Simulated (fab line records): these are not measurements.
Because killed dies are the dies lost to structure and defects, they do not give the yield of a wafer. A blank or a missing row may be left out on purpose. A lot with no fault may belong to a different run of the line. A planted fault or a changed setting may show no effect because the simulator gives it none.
fab line records | flow sky130
record lots=6 | wafers=18 | last-day=50
route steps=708 shown LDD_LDN@300 SPACER@304 POLY_CUT@307 PAD_OPEN@708
lots with no fault: from the same line, run without faults
start-h: hours from the record's first day to the start of the lot's first wafer shown | wait-h: hours elapsed since this lot's preceding step | " as in the row above | L1.1+2: one row covering several wafers at once | - no value, or no start given | * or withheld: withheld | < > ~ a bound
route shown NAME@n: a module of which the file shows steps, and the number in the route of the first | usual: the fault-free wafers' mean and standard deviation | same: alike in all rows | chamber/n: place in a boat | sites: per-site readings | _std_site: how widely they spread, as a standard deviation | _edge_site: inner sites' mean taken away from outer sites' mean | radius-mm: how far each site lies from the wafer's centre | mask NAME#n: copy n | behind: the tool/chamber that last shaped the wafer | hold: why the lot was held/for how many hours/how that ended | device: which transistor (n, p or np) failed to switch | end of line: the route-end tests of the same wafers | for a step that has no rows: nothing shown but its recipe | killed: dies lost to structure and defects at the first sort, not the wafer's yield | map: shows each die of a wafer: x if killed, . if not, _ if none is there
set.NAME: the run value of the setting; set.NAME@STEP: its run value at that earlier step | model.NAME: the simulator's own value behind a step, which no gauge read
certain route steps with their lots: each step a table, each wafer a row
services: the hour from which a tool's chamber was out of use, counted from the record's first day as start-h (under 0 if before that day), plus the number of hours and why
## steps
# step SKY_LDD_LDN_IMPLANT_11
# recipe species=As | energy-kev=15 | dose-cm2=1.25e+13 | tilt-deg=withheld | rotation-deg=293
# step SKY_LDD_LDN_STRIP_12
# recipe chemistry=O2/N2 | power-w=1400 | pressure-mtorr=1500 | platen-temp-c=withheld | o2-flow-sccm=3000 | n2-flow-sccm=300 | overash-fraction=0.5
# usual drypump-motor-current-A=5.73/0.13 | oes-product-au=0.715/0.0048 | strip-time-to-endpoint-s=14.19/0.033
lot.wafer | tool            | chamber | start-h | wait-h | drypump-motor-current-A | oes-product-au | rf-hours-counter-h | strip-time-to-endpoint-s
L157.1    | plasma-asher-04 | 0       | 544.11  | 0.1    | 5.74                    | 0.717          | 70                 | 14.15
L157.5    | "               | 0       | "       | "      | 5.74                    | 0.708          | -                  | 14.17
L157.6    | "               | 1       | "       | "      | 5.87                    | 0.716          | -                  | 14.16
L168.3    | plasma-asher-04 | 0       | 624.44  | 0.1    | 5.75                    | 0.710          | -                  | 14.20
L168.4    | "               | 1       | "       | "      | 5.85                    | 0.718          | -                  | 14.18
L168.6    | "               | 1       | "       | "      | 5.87                    | 0.714          | -                  | 14.15
L169.3    | plasma-asher-01 | 1       | 630.59  | 0.1    | 5.76                    | 0.718          | -                  | 14.23
L169.4    | "               | 0       | "       | "      | 5.47                    | 0.719          | -                  | 14.19
L169.6    | "               | 0       | "       | "      | 5.48                    | 0.720          | -                  | 14.20
L170.1    | plasma-asher-02 | 0       | 636.20  | 0.1    | 5.62                    | 0.718          | 50                 | 14.15
L170.2    | "               | 1       | "       | "      | 5.87                    | 0.708          | 50                 | 14.14
L170.5    | "               | 1       | "       | "      | 5.88                    | 0.720          | -                  | 14.15
L179.4    | plasma-asher-01 | 0       | 716.25  | 0.1    | 5.47                    | 0.715          | -                  | 14.21
L179.5    | "               | 1       | "       | "      | 5.75                    | 0.712          | -                  | 14.20
L179.6    | "               | 0       | "       | "      | 5.49                    | 0.721          | -                  | 14.24
L180.1    | plasma-asher-04 | 0       | 727.05  | 0.1    | 5.77                    | 0.706          | 88                 | 14.16
L180.2    | "               | 1       | "       | "      | 5.85                    | 0.714          | 88                 | 14.17
L180.5    | "               | 0       | "       | "      | 5.76                    | 0.710          | -                  | 14.20
# step SKY_LDD_LDN_TW_MEAS_13
# usual LDD_LDN_TW=1489/6.8
lot.wafer | tool          | chamber | start-h | wait-h | LDD_LDN_TW
L157.1    | film-metro-04 | -       | 544.21  | 0.1    | 1477
L157.5    | "             | -       | "       | "      | 1481
L157.6    | "             | -       | "       | "      | 1483
L168.3    | film-metro-01 | -       | 624.52  | 0.1    | 1498
L168.4    | "             | -       | "       | "      | 1486
L168.6    | "             | -       | "       | "      | 1494
L169.3    | film-metro-04 | -       | 630.67  | 0.1    | 1488
L169.4    | "             | -       | "       | "      | 1491
L169.6    | "             | -       | "       | "      | 1493
L170.1    | film-metro-01 | -       | 636.30  | 0.1    | 1496
L170.2    | "             | -       | "       | "      | 1494
L170.5    | "             | -       | "       | "      | 1497
L179.4    | film-metro-01 | -       | 716.35  | 0.1    | 1493
L179.5    | "             | -       | "       | "      | 1499
L179.6    | "             | -       | "       | "      | 1495
L180.1    | film-metro-03 | -       | 727.15  | 0.1    | 1477
L180.2    | "             | -       | "       | "      | 1478
L180.5    | "             | -       | "       | "      | 1480
# step SKY_LDD_LDN_CLEAN_14
# recipe chemistry=SC1/SC2 | mix=1:4:20 | temp-c=70 | time-s=150 | dry=n2-spin
# step SKY_SPACER_CVD_00
# recipe material=Si3N4 | precursor=DCS/NH3 | target-thk-nm=43.1 | temp-c=770 | time-s=740 | pressure-mtorr=250
# step SKY_SPACER_THK_MEAS_01
# recipe reads=Si3N4_of_SPACER_CVD_00
# usual SPACER_CVD_00_THK=43.1/0.37
lot.wafer | tool          | chamber | start-h | wait-h | SPACER_CVD_00_THK[nm]
L157.1    | film-metro-04 | -       | 547.43  | 0.0    | 43.7
L157.5    | "             | -       | "       | "      | 43.9
L157.6    | "             | -       | "       | "      | 43.8
L168.3    | film-metro-04 | -       | 626.44  | 0.0    | 43.3
L168.4    | "             | -       | "       | "      | 43.3
L168.6    | "             | -       | "       | "      | 43.3
L169.3    | film-metro-04 | -       | 633.60  | 0.0    | 42.7
L169.4    | "             | -       | "       | "      | 42.8
L169.6    | "             | -       | "       | "      | 42.5
L170.1    | film-metro-04 | -       | 639.12  | 0.0    | 43.2
L170.2    | "             | -       | "       | "      | 42.6
L170.5    | "             | -       | "       | "      | 42.8
L179.4    | film-metro-02 | -       | 718.22  | 0.0    | 42.6
L179.5    | "             | -       | "       | "      | 42.9
L179.6    | "             | -       | "       | "      | 42.7
L180.1    | film-metro-04 | -       | 729.41  | 0.0    | 43.2
L180.2    | "             | -       | "       | "      | 43.4
L180.5    | "             | -       | "       | "      | 43.1
# step SKY_SPACER_ETCHBACK_02
# recipe chemistry=CH3F/O2 | target=Si3N4 | stop-on=SiO2 | source-w=400 | bias-w=80 | pressure-mtorr=25 | ch3f-flow-sccm=40 | O2_flow_sccm=30 | time-s=46.7 | target-depth-a=450
# usual O2_flow_sccm=30.01/0.08 | drypump-motor-current-A=5.8/0.46 | oes-product-au=0.855/0.0064 | throttle-valve-pct=10.562/0.0097
lot.wafer | tool        | chamber | start-h | wait-h | O2_flow_sccm | drypump-motor-current-A | oes-product-au | rf-hours-counter-h | throttle-valve-pct
L157.1    | rie-diel-03 | 1       | 547.49  | 0.1    | 30.03        | 5.0                     | 0.863          | 13                 | 10.552
L157.5    | "           | 3       | "       | "      | 30.05        | 6.5                     | 0.865          | -                  | 10.580
L157.6    | "           | 2       | "       | "      | 30.06        | 6.0                     | 0.866          | -                  | 10.583
L168.3    | rie-diel-04 | 2       | 626.48  | 0.0    | 30.06        | 5.9                     | 0.859          | 48                 | 10.579
L168.4    | "           | 1       | "       | "      | 30.02        | 5.1                     | 0.851          | 12                 | 10.562
L168.6    | "           | 1       | "       | "      | 30.11        | 5.1                     | 0.858          | -                  | 10.552
L169.3    | rie-diel-03 | 1       | 633.64  | 0.0    | 29.97        | 4.9                     | 0.854          | 15                 | 10.554
L169.4    | "           | 0       | "       | "      | 30.09        | 5.8                     | 0.856          | 13                 | 10.552
L169.6    | "           | 1       | "       | "      | 30.04        | 4.9                     | 0.852          | -                  | 10.554
L170.1    | rie-diel-04 | 2       | 639.18  | 0.1    | 30.01        | 5.8                     | 0.845          | 48                 | 10.568
L170.2    | "           | 1       | "       | "      | 29.92        | 5.1                     | 0.855          | 12                 | 10.561
L170.5    | "           | 2       | "       | "      | 29.98        | 5.8                     | 0.851          | -                  | 10.555
L179.4    | rie-diel-04 | 2       | 718.25  | 0.0    | 29.96        | 5.8                     | 0.854          | 50                 | 10.561
L179.5    | "           | 0       | "       | "      | 29.86        | 5.8                     | 0.856          | -                  | 10.553
L179.6    | "           | 1       | "       | "      | 29.94        | 5.1                     | 0.846          | -                  | 10.561
L180.1    | rie-diel-04 | 3       | 729.47  | 0.1    | 29.92        | 5.8                     | 0.847          | 4                  | 10.551
L180.2    | "           | 1       | "       | "      | 29.91        | 5.1                     | 0.857          | 14                 | 10.533
L180.5    | "           | 1       | "       | "      | 29.93        | 5.1                     | 0.852          | -                  | 10.560
# step SKY_POLY_CUT_DEHYDRATE_00
# recipe temp-c=200 | time-s=60
# step SKY_POLY_CUT_HMDS_01
# recipe prime-time-s=60 | prime-temp-c=120
# step SKY_POLY_CUT_COAT_02
# recipe resist=BARC | temp-c=withheld | time-s=withheld | spin-rpm=3000 | resist-thk-nm=60
# step SKY_POLY_CUT_COAT_03
# recipe resist=KrF-thick | spin-rpm=3000 | resist-thk-nm=450
# step SKY_POLY_CUT_SOFTBAKE_04
# recipe temp-c=100 | time-s=90 | resist=KrF-thick
# step SKY_POLY_CUT_EXPOSE_05
# recipe mask-id=NPCM | na=0.8 | source-shape=annular | sigma-inner=0.55 | sigma-outer=0.85 | target-cd-nm=270 | dose-mj=32
# usual exposure-dose-mJ-cm2=31.972/0.03
# same sigma-inner=0.55
lot.wafer | tool           | chamber | start-h | wait-h | mask   | exposure-dose-mJ-cm2
L157.1    | krf-scanner-01 | 0       | 562.27  | -      | NPCM#0 | 32.003
L157.5    | "              | 0       | "       | "      | NPCM#0 | 31.985
L157.6    | "              | 0       | "       | "      | NPCM#0 | 31.988
L168.3    | krf-scanner-02 | 0       | 642.05  | -      | NPCM#0 | 32.273
L168.4    | "              | 0       | "       | "      | NPCM#0 | 32.341
L168.6    | "              | 0       | "       | "      | NPCM#0 | 32.319
L169.3    | krf-scanner-02 | 0       | 648.21  | -      | NPCM#0 | 32.301
L169.4    | "              | 0       | "       | "      | NPCM#0 | 32.307
L169.6    | "              | 0       | "       | "      | NPCM#0 | 32.243
L170.1    | krf-scanner-01 | 0       | 653.60  | -      | NPCM#0 | 32.024
L170.2    | "              | 0       | "       | "      | NPCM#0 | 31.996
L170.5    | "              | 0       | "       | "      | NPCM#0 | 32.034
L179.4    | krf-scanner-02 | 0       | 732.24  | -      | NPCM#0 | 31.947
L179.5    | "              | 0       | "       | "      | NPCM#0 | 31.931
L179.6    | "              | 0       | "       | "      | NPCM#0 | 31.957
L180.1    | krf-scanner-02 | 0       | 743.02  | -      | NPCM#0 | 31.988
L180.2    | "              | 0       | "       | "      | NPCM#0 | 32.013
L180.5    | "              | 0       | "       | "      | NPCM#0 | 32.005
# step SKY_POLY_CUT_PEB_06
# recipe peb-temp-c=withheld | peb-time-s=withheld | resist=KrF-thick
# step SKY_POLY_CUT_DEVELOP_07
# recipe develop-time-s=60 | resist=KrF-thick | dev-temp-c=21
# step SKY_POLY_CUT_CD_MEAS_08
# recipe target-cd-nm=270
# usual cd-nm=269.6/1.2
lot.wafer | tool      | chamber | start-h | wait-h | cd-nm
L157.1    | cd-sem-01 | -       | 577.47  | -      | 268.3
L157.5    | "         | -       | "       | "      | 269.5
L157.6    | "         | -       | "       | "      | 270.3
L168.3    | cd-sem-02 | -       | 655.41  | -      | 256.4
L168.4    | "         | -       | "       | "      | 249.8
L168.6    | "         | -       | "       | "      | 267.9
L169.3    | cd-sem-02 | -       | 662.46  | -      | 253.4
L169.4    | "         | -       | "       | "      | 262.3
L169.6    | "         | -       | "       | "      | 268.3
L170.1    | cd-sem-02 | -       | 668.32  | -      | 269.2
L170.2    | "         | -       | "       | "      | 268.6
L170.5    | "         | -       | "       | "      | 269.7
L179.4    | cd-sem-02 | -       | 745.26  | -      | 269.8
L179.5    | "         | -       | "       | "      | 270.9
L179.6    | "         | -       | "       | "      | 268.2
L180.1    | cd-sem-01 | -       | 757.08  | -      | 272.7
L180.2    | "         | -       | "       | "      | 273.5
L180.5    | "         | -       | "       | "      | 272.2
# step SKY_POLY_CUT_OVL_MEAS_09
# usual POLY_CUT_OVL=-6/5
lot.wafer | tool       | chamber | start-h | wait-h | POLY_CUT_OVL[nm]
L157.1    | overlay-02 | -       | 577.59  | 0.1    | 1
L157.5    | "          | -       | "       | "      | 1
L157.6    | "          | -       | "       | "      | 9
L168.3    | overlay-02 | -       | 655.50  | 0.1    | -5
L168.4    | "          | -       | "       | "      | -6
L168.6    | "          | -       | "       | "      | -9
L169.3    | overlay-02 | -       | 662.55  | 0.1    | -10
L169.4    | "          | -       | "       | "      | -12
L169.6    | "          | -       | "       | "      | -14
L170.1    | overlay-01 | -       | 668.44  | 0.1    | 1
L170.2    | "          | -       | "       | "      | -4
L170.5    | "          | -       | "       | "      | -3
L179.4    | overlay-01 | -       | 745.34  | 0.1    | -7
L179.5    | "          | -       | "       | "      | -8
L179.6    | "          | -       | "       | "      | -2
L180.1    | overlay-02 | -       | 757.20  | 0.1    | -9
L180.2    | "          | -       | "       | "      | -7
L180.5    | "          | -       | "       | "      | -3
# step SKY_POLY_CUT_ETCH_10
# recipe chemistry=N2/H2 | target=BARC | ion-energy-ev=200 | source-w=500 | bias-w=100 | pressure-mtorr=30 | n2-flow-sccm=100 | h2-flow-sccm=200 | stop-on=SiO2 | time-s=45.9 | target-depth-a=600
# usual drypump-motor-current-A=5.7/0.46 | oes-product-au=0.854/0.0049 | throttle-valve-pct=13.224/0.01
lot.wafer | tool        | chamber | start-h | wait-h | drypump-motor-current-A | oes-product-au | rf-hours-counter-h | throttle-valve-pct | model.POLY_CUT.cd-nm
L157.1    | rie-diel-03 | 3       | 577.62  | 0.0    | 6.5                     | 0.857          | 4                  | 13.227             | 269.9
L157.5    | "           | 3       | "       | "      | 6.5                     | 0.850          | -                  | 13.218             | 270.5
L157.6    | "           | 0       | "       | "      | 5.8                     | 0.853          | -                  | 13.233             | 271.6
L168.3    | rie-diel-03 | 2       | 655.53  | 0.0    | 6.0                     | 0.855          | 2                  | 13.226             | 256.1
L168.4    | "           | 1       | "       | "      | 4.9                     | 0.854          | 15                 | 13.213             | 249.3
L168.6    | "           | 2       | "       | "      | 6.0                     | 0.863          | -                  | 13.227             | 267.7
L169.3    | rie-diel-04 | 3       | 662.57  | 0.0    | 5.9                     | 0.850          | 3                  | 13.232             | 252.5
L169.4    | "           | 1       | "       | "      | 5.1                     | 0.861          | 13                 | 13.223             | 261.3
L169.6    | "           | 1       | "       | "      | 5.1                     | 0.858          | -                  | 13.229             | 267.9
L170.1    | rie-diel-01 | 0       | 668.47  | 0.0    | 5.7                     | 0.855          | 3                  | 13.246             | 269.2
L170.2    | "           | 3       | "       | "      | 5.0                     | 0.848          | 14                 | 13.227             | 269.5
L170.5    | "           | 0       | "       | "      | 5.8                     | 0.853          | -                  | 13.223             | 269.5
L179.4    | rie-diel-04 | 1       | 745.36  | 0.0    | 5.1                     | 0.853          | 15                 | 13.222             | 268.8
L179.5    | "           | 0       | "       | "      | 5.8                     | 0.854          | -                  | 13.201             | 270.5
L179.6    | "           | 1       | "       | "      | 5.1                     | 0.850          | -                  | 13.232             | 267.4
L180.1    | rie-diel-01 | 0       | 757.24  | 0.0    | 5.8                     | 0.851          | 6                  | 13.204             | 272.6
L180.2    | "           | 1       | "       | "      | 5.2                     | 0.855          | 9                  | 13.217             | 274.1
L180.5    | "           | 1       | "       | "      | 5.2                     | 0.848          | -                  | 13.215             | 272.7
# step SKY_POLY_CUT_ETCH_11
# recipe target=Si3N4 | chemistry=CF4/CH2F2/Ar | stop-on=poly-Si | source-w=600 | bias-w=150 | pressure-mtorr=40 | cf4-flow-sccm=40 | ch2f2-flow-sccm=20 | Ar_flow_sccm=150 | time-s=42.5 | target-depth-a=600
# usual drypump-motor-current-A=5.7/0.46 | mfc-ar-sccm=150.0/0.43 | oes-product-au=0.831/0.0061 | throttle-valve-pct=14.994/0.0095
lot.wafer | tool        | chamber | start-h | wait-h | drypump-motor-current-A | mfc-ar-sccm | oes-product-au | rf-hours-counter-h | throttle-valve-pct | model.POLY_CUT.cd-nm
L157.1    | rie-diel-03 | 3       | 577.67  | 0.0    | 6.5                     | 149.6       | 0.833          | 4                  | 15.002             | 269.9
L157.5    | "           | 3       | "       | "      | 6.5                     | 149.9       | 0.824          | -                  | 14.992             | 270.4
L157.6    | "           | 0       | "       | "      | 5.8                     | 150.8       | 0.820          | -                  | 14.997             | 271.6
L168.3    | rie-diel-03 | 2       | 655.57  | 0.0    | 6.0                     | 150.3       | 0.828          | 2                  | 14.996             | 256
L168.4    | "           | 1       | "       | "      | 5.0                     | 149.5       | 0.828          | 15                 | 14.992             | 249.3
L168.6    | "           | 2       | "       | "      | 6.0                     | 150.1       | 0.829          | -                  | 14.988             | 267.7
L169.3    | rie-diel-04 | 3       | 662.62  | 0.0    | 5.8                     | 150.5       | 0.831          | 3                  | 14.997             | 252.5
L169.4    | "           | 1       | "       | "      | 5.1                     | 150.6       | 0.839          | 13                 | 14.991             | 261.4
L169.6    | "           | 1       | "       | "      | 5.1                     | 150.9       | 0.837          | -                  | 14.987             | 267.9
L170.1    | rie-diel-01 | 0       | 668.52  | 0.0    | 5.8                     | 150.1       | 0.827          | 3                  | 14.988             | 269.2
L170.2    | "           | 3       | "       | "      | 5.1                     | 150.3       | 0.835          | 14                 | 14.988             | 269.5
L170.5    | "           | 0       | "       | "      | 5.7                     | 150.0       | 0.838          | -                  | 14.989             | 269.5
L179.4    | rie-diel-04 | 1       | 745.40  | 0.0    | 5.1                     | 150.8       | 0.831          | 15                 | 15.001             | 268.8
L179.5    | "           | 0       | "       | "      | 5.8                     | 149.8       | 0.830          | -                  | 14.997             | 270.5
L179.6    | "           | 1       | "       | "      | 5.1                     | 151.0       | 0.829          | -                  | 14.987             | 267.4
L180.1    | rie-diel-01 | 0       | 757.28  | 0.0    | 5.8                     | 149.4       | 0.842          | 6                  | 14.994             | 272.5
L180.2    | "           | 1       | "       | "      | 5.1                     | 149.8       | 0.842          | 9                  | 14.994             | 274.1
L180.5    | "           | 1       | "       | "      | 5.2                     | 150.4       | 0.829          | -                  | 14.971             | 272.7
# step SKY_POLY_CUT_STRIP_12
# recipe chemistry=O2/N2 | power-w=1400 | pressure-mtorr=1500 | platen-temp-c=withheld | o2-flow-sccm=3000 | n2-flow-sccm=300 | overash-fraction=0.5
# usual drypump-motor-current-A=5.66/0.18 | oes-product-au=0.452/0.0043 | strip-time-to-endpoint-s=5.353/0.019
lot.wafer | tool            | chamber | start-h | wait-h | drypump-motor-current-A | oes-product-au | rf-hours-counter-h | strip-time-to-endpoint-s
L157.1    | plasma-asher-01 | 1       | 577.71  | 0.0    | 5.74                    | 0.454          | 13                 | 5.375
L157.5    | "               | 0       | "       | "      | 5.49                    | 0.451          | -                  | 5.370
L157.6    | "               | 1       | "       | "      | 5.74                    | 0.462          | -                  | 5.354
L168.3    | plasma-asher-03 | 0       | 655.64  | 0.1    | 5.92                    | 0.458          | -                  | 5.348
L168.4    | "               | 1       | "       | "      | 5.41                    | 0.455          | -                  | 5.333
L168.6    | "               | 1       | "       | "      | 5.38                    | 0.454          | -                  | 5.331
L169.3    | plasma-asher-01 | 0       | 662.69  | 0.1    | 5.49                    | 0.453          | -                  | 5.339
L169.4    | "               | 1       | "       | "      | 5.72                    | 0.457          | -                  | 5.325
L169.6    | "               | 0       | "       | "      | 5.48                    | 0.447          | -                  | 5.326
L170.1    | plasma-asher-01 | 1       | 668.56  | 0.0    | 5.76                    | 0.452          | 22                 | 5.369
L170.2    | "               | 0       | "       | "      | 5.48                    | 0.446          | 22                 | 5.370
L170.5    | "               | 0       | "       | "      | 5.51                    | 0.454          | -                  | 5.368
L179.4    | plasma-asher-03 | 0       | 745.47  | 0.1    | 5.83                    | 0.449          | -                  | 5.363
L179.5    | "               | 1       | "       | "      | 5.38                    | 0.455          | -                  | 5.379
L179.6    | "               | 0       | "       | "      | 5.90                    | 0.451          | -                  | 5.365
L180.1    | plasma-asher-04 | 1       | 757.32  | 0.0    | 5.82                    | 0.452          | 92                 | 5.354
L180.2    | "               | 0       | "       | "      | 5.77                    | 0.456          | 92                 | 5.378
L180.5    | "               | 1       | "       | "      | 5.85                    | 0.447          | -                  | 5.350
# step SKY_PAD_OPEN_PROBE_99
# usual killed_at_M0_to_M3=44/7 | killed_at_M4_up=3.4/1.7 | killed-at-contacts=24/4.9 | killed-at-front-end=15/4.5 | killed-at-other=0.4/0.61 | killed-dies=86/9.7 | killed-open=47/7.1 | killed-short=39/6.1
# same gross-dies=492 | killed-at-back-side=0
lot.wafer | tool      | chamber | start-h | wait-h | killed_at_M0_to_M3 | killed_at_M4_up | killed-at-contacts | killed-at-front-end | killed-at-other | killed-dies | killed-open | killed-short
L157.1    | prober-01 | -       | 1089.36 | 0.1    | 37                 | 5               | 32                 | 11                  | 0               | 85          | 41          | 44
L157.5    | prober-01 | -       | 1089.56 | 0.2    | 46                 | 7               | 28                 | 20                  | 0               | 101         | 64          | 37
L157.6    | prober-01 | -       | 1089.61 | 0.2    | 40                 | 5               | 29                 | 2                   | 0               | 76          | 43          | 33
L169.3    | prober-02 | -       | 1147.31 | 0.2    | 51                 | 4               | 30                 | 13                  | 2               | 100         | 61          | 39
L169.4    | prober-02 | -       | 1147.36 | 0.2    | 51                 | 1               | 27                 | 19                  | 0               | 98          | 56          | 42
L169.6    | prober-02 | -       | 1147.46 | 0.2    | 45                 | 2               | 19                 | 16                  | 0               | 82          | 48          | 34
L170.1    | prober-01 | -       | 1153.43 | 0.1    | 39                 | 7               | 23                 | 11                  | 0               | 80          | 35          | 45
L170.2    | prober-01 | -       | 1153.48 | 0.1    | 51                 | 2               | 30                 | 15                  | 0               | 98          | 55          | 43
L170.5    | prober-01 | -       | 1153.63 | 0.2    | 36                 | 4               | 33                 | 15                  | 1               | 89          | 56          | 33
L179.4    | prober-02 | -       | 1202.99 | 0.2    | 35                 | 4               | 25                 | 17                  | 0               | 81          | 42          | 39
L179.5    | prober-02 | -       | 1203.04 | 0.2    | 53                 | 3               | 20                 | 12                  | 1               | 89          | 43          | 46
L179.6    | prober-02 | -       | 1203.09 | 0.2    | 40                 | 2               | 25                 | 14                  | 0               | 81          | 38          | 43
L180.1    | prober-01 | -       | 1207.69 | 0.1    | 46                 | 2               | 17                 | 14                  | 0               | 79          | 46          | 32
L180.2    | prober-01 | -       | 1207.74 | 0.1    | 48                 | 5               | 24                 | 14                  | 0               | 91          | 51          | 39
L180.5    | prober-01 | -       | 1207.89 | 0.2    | 45                 | 2               | 14                 | 14                  | 0               | 75          | 43          | 32
# killed by level:class
L157.1 CONTACT:geometric-particle:open=14 CONTACT:geometric-particle:short=10 VIA1:geometric-particle:open=10 VIA1:geometric-particle:short=4 VIA2:geometric-particle:open=4 METAL3:geometric-particle:short=4 FIELD_ISO:geometric-particle:short=3 POLY_GATE:geometric-particle:short=3
L157.5 CONTACT:geometric-particle:open=15 VIA3:geometric-particle:open=9 VIA1:geometric-particle:open=6 FIELD_ISO:geometric-particle:open=5 CONTACT:geometric-particle:short=5 METAL1:geometric-particle:short=5 VIA2:geometric-particle:open=5 METAL2:geometric-particle:short=4
L157.6 CONTACT:geometric-particle:open=12 VIA1:geometric-particle:open=12 LI_CONTACT:geometric-particle:open=7 METAL1:geometric-particle:short=6 VIA1:geometric-particle:short=5 METAL4:geometric-particle:short=5 CONTACT:geometric-particle:short=4 VIA2:geometric-particle:open=4
L169.3 VIA1:geometric-particle:open=14 VIA3:geometric-particle:open=12 LI_CONTACT:geometric-particle:open=11 CONTACT:geometric-particle:open=7 VIA2:geometric-particle:open=7 LOCAL_INTERCONNECT:geometric-particle:short=6 FIELD_ISO:geometric-particle:short=5 METAL3:geometric-particle:short=5
L169.4 VIA1:geometric-particle:open=12 VIA3:geometric-particle:open=10 CONTACT:geometric-particle:open=8 FIELD_ISO:geometric-particle:open=7 LI_CONTACT:geometric-particle:open=7 METAL1:geometric-particle:short=7 LOCAL_INTERCONNECT:geometric-particle:short=6 METAL2:geometric-particle:short=5
L169.6 VIA1:geometric-particle:open=11 VIA3:geometric-particle:open=9 LI_CONTACT:geometric-particle:open=5 CONTACT:geometric-particle:short=5 CONTACT:geometric-particle:open=5 FIELD_ISO:geometric-particle:open=4 POLY_GATE:geometric-particle:short=4 VIA2:geometric-particle:open=4
L170.1 METAL1:geometric-particle:short=10 CONTACT:geometric-particle:open=8 CONTACT:geometric-particle:short=8 VIA2:geometric-particle:open=7 LI_CONTACT:geometric-particle:open=6 VIA3:geometric-particle:open=5 VIA1:geometric-particle:short=5 METAL4:geometric-particle:short=5
L170.2 CONTACT:geometric-particle:open=14 METAL1:geometric-particle:short=9 VIA1:geometric-particle:open=9 VIA2:geometric-particle:open=7 VIA3:geometric-particle:open=7 VIA1:geometric-particle:short=6 LI_CONTACT:geometric-particle:open=5 METAL2:geometric-particle:short=5
L170.5 LI_CONTACT:geometric-particle:open=18 CONTACT:geometric-particle:open=11 VIA2:geometric-particle:open=7 VIA1:geometric-particle:short=6 FIELD_ISO:geometric-particle:short=5 VIA2:geometric-particle:short=5 VIA1:geometric-particle:open=5 SPACER:geometric-particle:open=4
L179.4 VIA1:geometric-particle:open=9 POLY_GATE:geometric-particle:short=6 CONTACT:geometric-particle:short=6 CONTACT:geometric-particle:open=6 VIA2:geometric-particle:open=6 FIELD_ISO:geometric-particle:open=5 METAL1:geometric-particle:short=5 LI_CONTACT:geometric-particle:open=4
L179.5 VIA1:geometric-particle:open=11 CONTACT:geometric-particle:open=7 METAL1:geometric-particle:short=7 METAL2:geometric-particle:short=7 VIA2:geometric-particle:open=7 VIA3:geometric-particle:open=6 LOCAL_INTERCONNECT:geometric-particle:short=5 VIA1:geometric-particle:short=5
L179.6 POLY_GATE:geometric-particle:short=9 VIA1:geometric-particle:open=9 CONTACT:geometric-particle:open=8 VIA3:geometric-particle:open=7 METAL2:geometric-particle:short=6 LI_CONTACT:geometric-particle:open=5 LOCAL_INTERCONNECT:geometric-particle:short=4 CONTACT:geometric-particle:short=4
L180.1 VIA1:geometric-particle:open=12 VIA3:geometric-particle:open=9 VIA2:geometric-particle:open=7 LI_CONTACT:geometric-particle:open=6 CONTACT:geometric-particle:open=5 METAL1:geometric-particle:short=5 METAL2:geometric-particle:short=5 POLY_GATE:geometric-particle:short=4
L180.2 CONTACT:geometric-particle:open=12 VIA3:geometric-particle:open=12 VIA1:geometric-particle:short=7 METAL2:geometric-particle:short=6 VIA2:geometric-particle:open=6 VIA1:geometric-particle:open=5 CONTACT:geometric-particle:short=5 POLY_GATE:geometric-particle:open=4
L180.5 VIA2:geometric-particle:open=10 VIA3:geometric-particle:open=9 VIA1:geometric-particle:open=8 CONTACT:geometric-particle:open=7 VIA2:geometric-particle:short=4 VIA3:geometric-particle:short=4 FIELD_ISO:geometric-particle:short=3 LOCAL_INTERCONNECT:geometric-particle:short=3
## services
tool            | chamber | start-h | hours | kind
krf-scanner-01  | -       | 526.50  | 2.6   | repair
rie-diel-03     | 0       | 542.25  | 5.4   | repair
krf-scanner-02  | -       | 542.93  | 0.8   | pm
rie-diel-04     | -       | 543.84  | 2.8   | pm
rie-diel-04     | -       | 547.48  | 1.2   | repair
krf-scanner-01  | -       | 549.66  | 0.9   | repair
krf-scanner-02  | -       | 550.84  | 1.0   | pm
krf-scanner-01  | -       | 551.84  | 1.0   | pm
krf-scanner-01  | -       | 552.84  | 1.3   | pm
krf-scanner-01  | -       | 566.64  | 32.7  | repair
rie-diel-03     | 0       | 586.22  | 12.4  | repair
krf-scanner-01  | -       | 599.36  | 7.2   | pm
krf-scanner-02  | -       | 606.56  | 1.3   | pm
krf-scanner-01  | -       | 643.61  | 0.8   | pm
krf-scanner-02  | -       | 656.34  | 0.2   | repair
plasma-asher-03 | -       | 663.60  | 2.2   | repair
krf-scanner-02  | -       | 682.83  | 0.8   | pm
krf-scanner-02  | -       | 694.53  | 1.0   | pm
krf-scanner-01  | -       | 714.41  | 1.0   | pm
krf-scanner-01  | -       | 723.21  | 1.3   | pm
rie-diel-03     | -       | 731.01  | 0.2   | repair
krf-scanner-02  | -       | 733.56  | 3.6   | pm
plasma-asher-03 | -       | 733.75  | 9.0   | pm
plasma-asher-03 | -       | 757.34  | 8.9   | repair
## key
first-sign step=SKY_POLY_CUT_EXPOSE_05 | reading=exposure-dose-mJ-cm2 | direction=up | sigmas=11 | usual=* | struck=*
effect step=SKY_POLY_CUT_CD_MEAS_08 | reading=cd-nm | direction=down | sigmas=8.6 | usual=269.6 | struck=259.7 | wafers-moved=4 | through=control-loop
model-effect step=SKY_POLY_CUT_ETCH_10 | value=POLY_CUT.cd-nm | without=269.1 | struck=259.1
model-effect step=SKY_POLY_CUT_ETCH_11 | value=POLY_CUT.cd-nm | without=269.1 | struck=259.1
met-at SKY_POLY_CUT_EXPOSE_05
struck-wafers L168.3,L168.4,L168.6,L169.3,L169.4,L169.6
tester-left-out L168,L169
loop-trim step=SKY_POLY_CUT_EXPOSE_05 | setting=dose | lots=L168,L169
fault kind=process-parameter-drift | tool=krf-scanner-02 | chamber=- | onset-h=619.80 | steps=SKY_POLY_CUT_EXPOSE_05 | channel=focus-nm | offset=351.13 | spread-by-wafer=0.3 | shape=step | end-h=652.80
# tester-left-out: of these lots the tester's yield and bins aren't shown, on N5 and GAA mostly nor the transistor test; their killed dies are dies lost to structure and defects alone, not to doping, threshold or leakage, so they don't give the yield
# loop-trim: a control loop set the setting to another value than it would have without faults
